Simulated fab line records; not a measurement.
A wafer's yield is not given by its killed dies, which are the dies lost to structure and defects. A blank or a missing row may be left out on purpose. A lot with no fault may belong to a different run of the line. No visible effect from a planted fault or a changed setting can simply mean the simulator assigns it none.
Comparing a struck lot with a sound one    flow sky130    15 out of 708 route steps
Sound: these wafers, L965.1, L965.3, L965.5. Wafers struck: L971.2, L971.4, L971.5. The cause is given at the end.
Order at every step that has rows: each side's tool, ch and its chambers, its first start. Under that, the readings that differ: sound wafers    struck wafers    difference of the means    sigmas: that difference in standard deviations of wafers without a fault.
alike: words and numbers the same on both sides, and readings whose means are apart by under 2 such deviations; not compared: readings that were withheld, readings missing a value for some wafer, numbers with overlapping values and no deviation given by the record, and bounds like >300 which may hide the same value.
Wherever a step has rows on one side only, a row that says differs or no value, or a row with sigmas, the two part there. Numbers that don't overlap but have no deviation are shown without sigmas and don't part them. A reading missing from all wafers of one side parts the sides only when that side holds two or more wafers.

SKY_POLY_GATE_THK_MEAS_21:
  struck on film-metro-01, day 19 14:07; sound on film-metro-01, day 16 13:38
  alike: POLY_GATE_OXIDATION_THK
SKY_POLY_GATE_CD_MEAS_22:
  struck on cd-sem-01, day 19 14:11; sound on cd-sem-02, day 16 13:41
  alike: cd-nm
then, 7 steps without rows for these wafers: SKY_LDD_N_DEHYDRATE_00 (time 60 s); SKY_LDD_N_HMDS_01 (prime time 60 s); SKY_LDD_N_COAT_02 (resist thk 300 nm); SKY_LDD_N_SOFTBAKE_03 (time 60 s); SKY_LDD_N_EXPOSE_04 (exposes mask NTM, target cd 840 nm); SKY_LDD_N_PEB_05; SKY_LDD_N_DEVELOP_06 (develop time 60 s).
SKY_LDD_N_OVL_MEAS_07:
  struck on overlay-02, day 20 20:32; sound on overlay-02, day 17 18:37
  alike: LDD_N_OVL
then, 2 steps without rows for these wafers: SKY_LDD_N_IMPLANT_08; SKY_LDD_N_IMPLANT_09.
SKY_LDD_N_IMPLANT_10:
  sound on implanter-01 ch 0, day 17 18:58; struck on implanter-03 ch 0, day 20 20:53
reading                    sound                 struck                difference  sigmas
beam-energy-keV            19.998 20.001 19.999  19.761 19.767 19.762  -0.236      -34
model.implant.drp-nm (nm)  7.212 7.212 7.212     7.151 7.151 7.151     -0.061      
  alike: beam-on-s
next, for these wafers, 1 step has no rows: SKY_LDD_N_IMPLANT_11.
-- a jump in the record: the struck wafers' starts before and after are 27 days apart (it breaks off in module LDD_N and resumes in module PAD_OPEN, where the first step shown is number 708 of the route) --
SKY_PAD_OPEN_PROBE_99:
  struck on prober-02, day 47 19:12; sound on prober-02, day 45 18:28
  alike: killed_at_M0_to_M3, killed_at_M4_up, killed-at-contacts, killed-at-front-end, killed-at-other, killed-dies, killed-on-rim, killed-open, killed-short

WHERE THEY PART
Only at SKY_LDD_N_IMPLANT_10, within this record. Later steps at which nothing parts them and some readings are alike: SKY_PAD_OPEN_PROBE_99.

WHY: whatever the simulator had introduced
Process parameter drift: implanter-03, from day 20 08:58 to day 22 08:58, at SKY_LDD_N_IMPLANT_10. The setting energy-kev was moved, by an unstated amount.
